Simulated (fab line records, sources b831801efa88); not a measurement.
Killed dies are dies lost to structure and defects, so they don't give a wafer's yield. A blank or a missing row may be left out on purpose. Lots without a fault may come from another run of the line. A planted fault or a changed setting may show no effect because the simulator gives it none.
Which tool did it? | flow sky130 | 11 lots, 33 wafers sampled, at 5 steps of a route of 708

WHAT THE GAUGES READ, wafer by wafer
SKY_METAL3_OVL_MEAS_14.
lot  | measured     | on         | METAL3_OVL (nm)
L661 | day 39 06:52 | overlay-01 | 1 5 2
L665 | day 40 03:36 | overlay-02 | 10 8 3
L666 | day 40 05:51 | overlay-02 | 6 7 6
L667 | day 40 17:23 | overlay-02 | 12 11 5
L668 | day 40 19:16 | overlay-01 | 1 -3 5
L673 | day 42 05:33 | overlay-02 | 8 17 5
L677 | day 43 14:29 | overlay-02 | -4 5 3
L678 | day 43 18:54 | overlay-02 | 8 1 -1
L680 | day 43 23:32 | overlay-01 | 5 9 2
L682 | day 44 19:02 | overlay-01 | 4 4 -2
L683 | day 45 03:29 | overlay-01 | -2 -1 3

SKY_VIA3_RS_MEAS_22: measures by four-point-probe.
lot  | measured     | on            | VIA3_W_RS (ohm/sq)
L661 | day 40 10:08 | film_metro-03 | 0.299 0.301 0.300
L665 | day 41 06:48 | film_metro-02 | 0.297 0.296 0.291
L666 | day 41 08:32 | film_metro-02 | 0.293 0.303 0.300
L667 | day 41 20:00 | film_metro-03 | 0.297 0.293 0.293
L668 | day 41 21:52 | film_metro-03 | 0.298 0.291 0.298
L673 | day 43 07:19 | film_metro-02 | 0.301 0.294 0.297
L677 | day 44 15:30 | film_metro-03 | 0.409 0.424 0.412 0.408 0.424 0.412
L678 | day 44 19:48 | film_metro-03 | 0.301 0.296 0.296
L680 | day 44 23:46 | film_metro-03 | 0.423 0.416 0.417 0.423 0.416 0.417
L682 | day 45 20:18 | film_metro-03 | 0.293 0.296 0.298
L683 | day 46 03:19 | film_metro-02 | 0.429 0.409 0.414 0.431 0.409 0.416

SKY_VIA3_THK_MEAS_23: measures by xrf.
lot  | measured     | on            | VIA3_W_THK (nm)
L661 | day 40 10:14 | film_metro-03 | 381 377 379
L665 | day 41 06:55 | film_metro-02 | 388 391 393
L666 | day 41 08:38 | film_metro-02 | 396 380 388
L667 | day 41 20:07 | film_metro-03 | 388 396 393
L668 | day 41 21:57 | film_metro-03 | 388 396 387
L673 | day 43 07:26 | film_metro-02 | 379 385 385
L677 | day 44 17:14 | film_metro-03 | 308 303 304 307 300 305
L678 | day 44 19:55 | film_metro-03 | 380 389 386
L680 | day 45 03:23 | film_metro-03 | 300 304 300 301 304 304
L682 | day 45 20:25 | film_metro-03 | 393 389 384
L683 | day 46 08:19 | film_metro-02 | 299 305 303 301 308 302

WHICH TOOL RAN EACH LOT (tool, then ch and the chambers of the sampled wafers, then the start)
lot  | SKY_VIA3_STRIP_16                    | SKY_VIA3_CVD_21
L661 | plasma_asher-01 ch 0,1, day 40 09:20 | cvd_w-02 ch 0,1, day 40 09:59
L665 | plasma_asher-03 ch 0,1, day 41 06:02 | cvd_w-02 ch 0,1, day 41 06:41
L666 | plasma_asher-01 ch 0,1, day 41 07:44 | cvd_w-01 ch 0,1, day 41 08:23
L667 | plasma_asher-02 ch 0,1, day 41 19:11 | cvd_w-02 ch 0,1, day 41 19:53
L668 | plasma_asher-01 ch 0,1, day 41 21:01 | cvd_w-01 ch 0,1, day 41 21:43
L673 | plasma_asher-03 ch 0,1, day 43 06:32 | cvd_w-01 ch 0,1, day 43 07:11
L677 | plasma_asher-02 ch 0,1, day 44 14:44 | cvd_w-02 ch 0,1, day 44 15:23
L678 | plasma_asher-03 ch 0,1, day 44 19:02 | cvd_w-01 ch 0,1, day 44 19:41
L680 | plasma_asher-03 ch 0,1, day 44 22:59 | cvd_w-02 ch 0,1, day 44 23:38
L682 | plasma_asher-01 ch 0,1, day 45 19:29 | cvd_w-01 ch 0,1, day 45 20:11
L683 | plasma_asher-03 ch 0,1, day 46 02:32 | cvd_w-02 ch 0,1, day 46 03:11
- SKY_VIA3_STRIP_16: strips in O2/N2.
- SKY_VIA3_CVD_21: deposits W, target thk 390 nm, time 117.31 s.

WHAT THE TOOLS THEMSELVES READ (means of the sampled wafers that have a number; where no wafer has one, the mark that the record gives instead)
SKY_VIA3_STRIP_16.
lot  | tool            | drypump_motor_current_A (A) | oes_product_au (a.u.) | strip_time_to_endpoint_s (s)
L661 | plasma_asher-01 | 5.57                        | 0.400                 | 4.109
L665 | plasma_asher-03 | 5.72                        | 0.401                 | 4.113
L666 | plasma_asher-01 | 5.68                        | 0.406                 | 4.144
L667 | plasma_asher-02 | 5.78                        | 0.400                 | 4.144
L668 | plasma_asher-01 | 5.59                        | 0.401                 | 4.143
L673 | plasma_asher-03 | 5.58                        | 0.395                 | 4.132
L677 | plasma_asher-02 | 5.71                        | 0.401                 | 4.130
L678 | plasma_asher-03 | 5.56                        | 0.400                 | 4.107
L680 | plasma_asher-03 | 5.70                        | 0.403                 | 4.125
L682 | plasma_asher-01 | 5.65                        | 0.404                 | 4.116
L683 | plasma_asher-03 | 5.69                        | 0.404                 | 4.127

SKY_VIA3_CVD_21.
lot  | tool     | heater_power_w (W) | susceptor_temp_C (C)
L661 | cvd_w-02 | 726                | 400.20
L665 | cvd_w-02 | 751                | 399.95
L666 | cvd_w-01 | 872                | 399.90
L667 | cvd_w-02 | 746                | 399.86
L668 | cvd_w-01 | 878                | 400.11
L673 | cvd_w-01 | 889                | 400.04
L677 | cvd_w-02 | 772                | 399.88
L678 | cvd_w-01 | 875                | 400.19
L680 | cvd_w-02 | 735                | 400.01
L682 | cvd_w-01 | 885                | 400.28
L683 | cvd_w-02 | 763                | 399.93

THE ANSWER, worked out from the rows above alone
Rule: what is usual is taken from the lots themselves. Put in order of their means at a reading, lots are off if they are a third of the lots or fewer, leave a main group of 4 or more, and stand apart from it by a gap of 3 or more times the standard deviation of the main group's means; of several such gaps the widest counts. A main group whose means are all the same, to the digits that the tables above print for the reading, isn't used. A lot without any number at a reading at which 4 lots or more have one is off too. The other lots that the step has rows for count as sound. The gauges are gone through in route order, then the tools' own readings, and for those a lot's mean is taken as printed above. The first step at which some lot is off is used, and at that step the reading that is off furthest; a lot without a number counts as furthest.
Off: L677, L680, L683, at SKY_VIA3_RS_MEAS_22 (VIA3_W_RS). The main group: mean 0.297 ohm/sq, standard deviation 0.0019.
A tool fits if, at a process step before that reading, it ran every lot that is off, and no sound lot after the first of them. The gauges at SKY_VIA3_RS_MEAS_22 are tried like those tools. One fits: cvd_w-02 at SKY_VIA3_CVD_21. Its last sound lot is L667 (day 41 19:53), its first lot that is off L677 (day 44 15:23): a fault that began between those two fits.

WHAT THE SIMULATOR HAD PUT IN
Site profile drift: cvd_w-02, from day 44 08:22 on, at SKY_VIA3_CVD_21. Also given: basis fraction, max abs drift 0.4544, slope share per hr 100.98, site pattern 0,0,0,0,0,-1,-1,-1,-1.
Lots struck among those shown: L677, L680, L683. The rule above found the same.
